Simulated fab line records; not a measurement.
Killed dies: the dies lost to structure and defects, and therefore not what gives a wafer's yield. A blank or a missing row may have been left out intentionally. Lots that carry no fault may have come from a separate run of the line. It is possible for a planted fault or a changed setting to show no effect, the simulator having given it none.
Which tool is to blame? | flow sky130 | 36 wafers sampled from 12 lots at 1 step of a route of 708

== WHAT EACH GAUGE READ, for each wafer ==
SKY_VIA1_OVL_MEAS_13.
lot  | measured     | on         | VIA1_OVL (nm)
L075 | day 35 05:02 | overlay-01 | -1 -8 -8
L077 | day 36 15:11 | overlay-02 | -4 -3 9
L079 | day 37 03:34 | overlay-02 | -12 -13 -7
L081 | day 37 18:01 | overlay-01 | -4 -10 -5
L083 | day 38 12:25 | overlay-01 | -11 -7 -3
L085 | day 39 07:58 | overlay-02 | 3 2 -4
L087 | day 39 22:02 | overlay-02 | 0 -4 -3
L089 | day 40 07:49 | overlay-01 | 0 -2 -9
L091 | day 41 10:04 | overlay-02 | -7 7 -8
L092 | day 41 19:55 | overlay-02 | -3 -6 -1
L095 | day 42 08:43 | overlay-01 | -10 -1 -2
L097 | day 42 18:31 | overlay-02 | 7 -4 -1

== TOOL THAT RAN EACH LOT (tool first, then ch and the chambers of the sampled wafers, then the start) ==
Before these readings, the record contains no process step.

== THE ANSWER, worked out from the rows above alone ==
Rule: usual is defined by the lots themselves. The widest of any qualifying gaps counts: lots, ordered by their means at a reading, are off when they make up no more than a third of the lots, leave a main group of 4 or more, and stand apart from it by 3 or more times the standard deviation of that group's means. The tables above print the reading to a certain number of digits; a main group whose means all agree to those digits is not used. A lot without any number at a reading at which 4 lots or more have one is off too. Any other lot the step has rows for is counted as sound.
No lot is off on any of the readings shown, so nothing can be concluded from this.

== WHAT WAS PUT IN BY THE SIMULATOR ==
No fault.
